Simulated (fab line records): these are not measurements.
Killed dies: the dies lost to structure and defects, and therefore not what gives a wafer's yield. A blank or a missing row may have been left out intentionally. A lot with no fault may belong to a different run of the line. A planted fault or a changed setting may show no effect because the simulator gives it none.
Struck lot and sound lot, side by side + flow sky130 + 31 steps out of a route of 708
Sound: these wafers, L306.1, L306.3, L306.5. Wafers L310.2, L310.5, L310.6 were the ones struck. The cause is named last.
At each step with rows: each side's tool, then ch and its chambers, then its first start. Under that, the readings that differ: sound wafers + struck wafers + difference of the means + sigmas: that difference in standard deviations of wafers without a fault.
alike: words and numbers the same on both sides, and readings whose means are apart by under 2 such deviations; not compared: readings that were withheld, readings missing a value for some wafer, numbers with overlapping values and no deviation given by the record, and bounds like >300 which may hide the same value.
The two part at a step that has a row with sigmas, a row that says differs or no value, or rows on one side only. Numbers that don't overlap but have no deviation are shown without sigmas and don't part them. A reading that every wafer of one side lacks parts them only if that side has two wafers or more.

first, 1 step without rows for these wafers: SKY_PWDE_IMPLANT_08.
SKY_PWDE_STRIP_09: strips in O2/N2.
  sound on plasmaAsher-02 ch 0,1, day 4 07:05; struck on plasmaAsher-04 ch 0,1, day 5 10:48
  alike: drypumpMotorCurrentA, oesProductAu, stripTimeToEndpointS
  not compared: rfHoursCounterH
SKY_PWDE_TW_MEAS_10:
  sound: filmMetro-03 at day 4 07:11; struck: filmMetro-01 at day 5 10:55
  alike: PWDE_TW
then, 7 steps without rows for these wafers: SKY_NWELL_DEHYDRATE_03 (time 60 s); SKY_NWELL_HMDS_04 (prime time 60 s); SKY_NWELL_COAT_05 (resist thk 3000 nm); SKY_NWELL_SOFTBAKE_06; SKY_NWELL_EXPOSE_07 (exposes mask NWM, target cd 840 nm); SKY_NWELL_PEB_08; SKY_NWELL_DEVELOP_09 (develop time 60 s).
SKY_NWELL_OVL_MEAS_10:
  sound: overlay-02 at day 5 00:28; struck: overlay-02 at day 6 03:52
  alike: NWELL_00_OVL
following that, these wafers have no rows for 1 step: SKY_NWELL_IMPLANT_11.
SKY_NWELL_IMPLANT_12:
  sound on implanter-03 ch 0, day 5 00:39; struck on implanter-03 ch 0, day 6 04:04
| reading          | sound                            | struck                           | difference  | sigmas |
|------------------|----------------------------------|----------------------------------|-------------|--------|
| doseIonsCm2      | 1.3017e+12 1.3002e+12 1.3019e+12 | 1.4421e+12 1.4414e+12 1.4421e+12 | +1.4060e+11 | +94    |
| faradayCurrentUA | 7.26 7.13 7.53                   | 8.21 8.09 8.01                   | +0.80       | +5     |
  alike: beamEnergyKeV
following that, these wafers have no rows for 1 step: SKY_NWELL_IMPLANT_13.
SKY_NWELL_STRIP_14: strips in O2/N2.
  sound on plasmaAsher-01 ch 0,1, day 5 00:57; struck on plasmaAsher-01 ch 0,1, day 6 04:21
  alike: drypumpMotorCurrentA, oesProductAu, stripTimeToEndpointS
  not compared: rfHoursCounterH
SKY_NWELL_TW_MEAS_15:
  sound: filmMetro-01 at day 5 01:03; struck: filmMetro-04 at day 6 04:28
  alike: NWELL_TW
then, 7 steps without rows for these wafers: SKY_NWELL_DEHYDRATE_16 (time 60 s); SKY_NWELL_HMDS_17 (prime time 60 s); SKY_NWELL_COAT_18 (resist thk 3000 nm); SKY_NWELL_SOFTBAKE_19; SKY_NWELL_EXPOSE_20 (exposes mask NWM COMPLEMENT, target cd 840 nm); SKY_NWELL_PEB_21; SKY_NWELL_DEVELOP_22 (develop time 60 s).
SKY_NWELL_OVL_MEAS_23:
  sound: overlay-02 at day 5 18:44; struck: overlay-01 at day 6 19:51
  alike: NWELL_01_OVL
following that, these wafers have no rows for 1 step: SKY_NWELL_IMPLANT_24.
SKY_NWELL_STRIP_25: strips in O2/N2.
  sound on plasmaAsher-03 ch 0,1, day 5 18:56; struck on plasmaAsher-02 ch 0,1, day 6 20:02
  alike: drypumpMotorCurrentA, oesProductAu, stripTimeToEndpointS
  not compared: rfHoursCounterH
SKY_NWELL_TW_MEAS_26:
  sound: filmMetro-04 at day 5 19:02; struck: filmMetro-04 at day 6 20:08
  alike: NWELL_2_TW
then, 1 step without rows for these wafers: SKY_NWELL_CLEAN_27 (cleans in SC1/SC2, time 150 s).
SKY_NWELL_RTA_28: time 30 s.
  sound on rtpAnneal-02 ch 0, day 5 19:08; struck on rtpAnneal-01 ch 0, day 6 20:15
  alike: lampPowerPct, wafer_temp_C_max
SKY_NWELL_RS_MEAS_29: uses a four-point probe to measure.
  sound: filmMetro-04 at day 5 19:14; struck: filmMetro-04 at day 6 20:22
| reading           | sound             | struck            | difference | sigmas |
|-------------------|-------------------|-------------------|------------|--------|
| NWELL_RS (ohm/sq) | 624.1 623.7 625.1 | 619.3 620.4 620.3 | -4.3       | -3     |
-- the record jumps here: 40 days lie between the struck wafers' starts before and after (it left off in module NWELL and takes up again in module PAD_OPEN, whose first step shown is number 708 of the route) --
SKY_PAD_OPEN_PROBE_99:
  sound: prober-02 at day 45 20:37; struck: prober-02 at day 47 04:55
| reading                               | sound                   | struck                  | difference | sigmas |
|---------------------------------------|-------------------------|-------------------------|------------|--------|
| killedDies                            | 85 98 104               | 87 69 70                | -20        | -2     |
| model.etest.pfet_16v.vtV (V)          | -1.098 -1.1 -1.109      | -1.083 -1.091 -1.09     | +0.014     |        |
| model.etest.pfetG5v0d10v5.vtLongV (V) | -0.9322 -0.9301 -0.9446 | -0.9142 -0.9171 -0.9223 | +0.0178    |        |
| model.etest.pfet_01v8_lvt.vtSatV (V)  | -0.4374 -0.4488 -0.4488 | -0.4258 -0.4337 -0.4249 | +0.0169    |        |
| model.etest.pfet_01v8_lvt.vtV (V)     | -0.5349 -0.5401 -0.542  | -0.5179 -0.526 -0.5167  | +0.0188    |        |
| model.etest.pfet_01v8_lvt.vtLongV (V) | -0.6557 -0.6573 -0.6591 | -0.64 -0.6428 -0.6387   | +0.02      |        |
  alike: killed_at_M0_to_M3, killed_at_M4_up, killedAtContacts, killedAtFrontEnd, killedAtOther, killedOpen, killedShort
  not compared: model.etest.pfetG5v0d10v5.offLog10AUm

== WHERE THEY PART ==
Last at SKY_PAD_OPEN_PROBE_99 as far as this record goes, first at SKY_NWELL_IMPLANT_12.

WHY: what the simulator had put in
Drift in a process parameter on implanter-03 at SKY_NWELL_IMPLANT_12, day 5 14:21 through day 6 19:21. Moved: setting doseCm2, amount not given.
